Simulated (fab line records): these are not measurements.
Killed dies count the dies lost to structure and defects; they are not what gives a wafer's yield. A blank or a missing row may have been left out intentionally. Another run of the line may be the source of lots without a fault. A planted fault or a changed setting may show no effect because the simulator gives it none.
The same fault as seen by 2 desks + flow sfq-line + numbers are kept per desk, each desk with only its own; the story behind them comes last

## FOR THE TOOL OWNER'S DESK: krf-scanner-02
The tool's own readings at SFQ_TRILAYER_I7_VIA_LITHO_EXPOSE_188 (exposes mask I7, target cd 1000 nm): means of the sampled wafers that have a number, for each lot that ran on this tool. If a lot's mean is further than 4 standard deviations from the usual mean, the lot is out of limits and carries the mark OUT (the distance appears in the brackets).
Columns: A = exposure-dose-mJ-cm2 at SFQ_TRILAYER_I7_VIA_LITHO_EXPOSE_188, usual 21.302; B = reticle-temp-C at SFQ_TRILAYER_I7_VIA_LITHO_EXPOSE_188, usual 22.98 C
| lot  | first seen here | A                        | B     |
|------|-----------------|--------------------------|-------|
| L690 | day 86 12:53    | 21.314                   | 23.07 |
| L691 | day 86 18:53    | 21.303                   | 22.99 |
| L692 | day 86 21:17    | 21.312                   | 22.99 |
| L693 | day 87 04:41    | 21.300                   | 22.94 |
| L699 | day 88 12:56    | 15.533 (-99 or more) OUT | 22.90 |
| L700 | day 88 21:44    | 15.548 (-99 or more) OUT | 23.07 |
| L701 | day 89 02:32    | 15.554 (-99 or more) OUT | 22.91 |
| L702 | day 89 05:44    | 15.565 (-99 or more) OUT | 22.92 |
This desk's finding: out of limits on L699, L700, L701, L702; first on L699, day 88 12:56 (exposure-dose-mJ-cm2 at SFQ_TRILAYER_I7_VIA_LITHO_EXPOSE_188). Within limits: L690, L691, L692, L693.

## THE METROLOGY DESK
Means of the sampled wafers that have a number, per lot and without regard to the tool the lot ran on: this is what the gauges read. If a lot's mean is further than 4 standard deviations from the usual mean, the lot is out of limits and carries the mark OUT (the distance appears in the brackets).
Columns: A = C5_OVL at SFQ_C5_OVL_MEAS_937, usual 0 nm; B = I6_BOW at SFQ_I6_BOW_MEAS_941, usual 8 um
| lot  | first seen here | A  | B  |
|------|-----------------|----|----|
| L690 | day 76 22:38    | 13 | 8  |
| L691 | day 76 23:50    | 4  | 2  |
| L692 | day 77 07:34    | 3  | 12 |
| L693 | day 77 08:46    | -1 | 1  |
| L694 | day 77 12:22    | 4  | 0  |
| L697 | day 78 14:44    | 5  | 15 |
| L699 | day 79 01:31    | 0  | 18 |
| L700 | day 79 13:36    | 1  | -7 |
| L701 | day 79 23:59    | -1 | 6  |
| L702 | day 80 02:22    | -2 | -5 |
| L705 | day 81 09:56    | -2 | 18 |
| L706 | day 81 18:20    | -0 | 5  |
| L707 | day 81 21:56    | -6 | 10 |
| L709 | day 82 15:28    | -7 | 2  |
| L710 | day 84 16:48    | -7 | 18 |
| L713 | day 86 03:50    | 0  | 5  |
This desk's verdict: no lot among the 16 shows anything out of limits.

## PUT TOGETHER
On L699, L700, L701, L702, at day 88 12:56, an alarm was possible from the tool owner's desk.
At the metrology desk, nothing out of limits was observed.
The metrology desk holds a record of L699, L700, L701, L702, inside its limits.
Every lot named ran SFQ_TRILAYER_I7_VIA_LITHO_EXPOSE_188 on krf-scanner-02.

## WHAT THE SIMULATOR HAD PUT IN
Drift in process parameters on krf-scanner-02 at SFQ_TRILAYER_I7_VIA_LITHO_EXPOSE_188, starting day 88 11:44. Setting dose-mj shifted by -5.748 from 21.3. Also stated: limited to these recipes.
Struck lots among those shown: L699, L700, L701, L702.
Delay in hours, fault start to first out-of-limits reading, by desk: the tool owner's desk at 1.
